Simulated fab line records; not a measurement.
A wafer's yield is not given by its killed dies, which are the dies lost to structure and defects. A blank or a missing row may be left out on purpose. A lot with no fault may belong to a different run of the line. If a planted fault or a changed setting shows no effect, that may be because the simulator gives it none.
One fault through the eyes of 2 desks || flow sky130 || each desk holds nothing but its own numbers, with what lay behind them at the end

== THE METROLOGY DESK ==
Means of the sampled wafers that have a number, per lot and without regard to the tool the lot ran on: this is what the gauges read. The brackets show how far a lot's mean lies from the usual mean; more than 4 standard deviations puts the lot out of limits, marked OUT.
Columns: A = VIA2_W_RS at SKY_VIA2_RS_MEAS_22, usual 0.272 ohm/sq; B = VIA2_W_THK at SKY_VIA2_THK_MEAS_23, usual 426 nm
{"lot": "L644", "first seen here": "day 40 06:49", "A": 0.271, "B": 431}
{"lot": "L645", "first seen here": "day 40 13:26", "A": 0.269, "B": 433}
{"lot": "L646", "first seen here": "day 41 02:02", "A": 0.275, "B": 420}
{"lot": "L647", "first seen here": "day 41 02:46", "A": 0.276, "B": 420}
{"lot": "L650", "first seen here": "day 42 01:11", "A": 0.275, "B": 429}
{"lot": "L651", "first seen here": "day 42 12:17", "A": 0.273, "B": 425}
This desk found nothing out of limits on any of the 6 lots.

== DESK OF THE TOOL OWNER: pvd_sputter-03 ==
At SKY_METAL3_SPUTTER_04 (material TiN, target thk 70 nm, time 58.3 s) the tool's own readings: per lot run on this tool, the mean of the sampled wafers that have a number. The brackets show how far a lot's mean lies from the usual mean; more than 4 standard deviations puts the lot out of limits, marked OUT.
Columns: A = throttle_valve_pct at SKY_METAL3_SPUTTER_04, usual 29.8 %
{"lot": "L644", "first seen here": "day 40 07:25", "A": 28.8}
{"lot": "L646", "first seen here": "day 41 02:37", "A": 29.4}
{"lot": "L647", "first seen here": "day 41 03:19", "A": 28.6}
{"lot": "L651", "first seen here": "day 42 12:52", "A": 30.0}
This desk found nothing out of limits on any of the 4 lots.

== ALL TOGETHER ==
From the metrology desk's view, nothing was out of limits.
The desk of the tool owner found nothing out of limits.

== WHAT HAD BEEN PUT IN BY THE SIMULATOR ==
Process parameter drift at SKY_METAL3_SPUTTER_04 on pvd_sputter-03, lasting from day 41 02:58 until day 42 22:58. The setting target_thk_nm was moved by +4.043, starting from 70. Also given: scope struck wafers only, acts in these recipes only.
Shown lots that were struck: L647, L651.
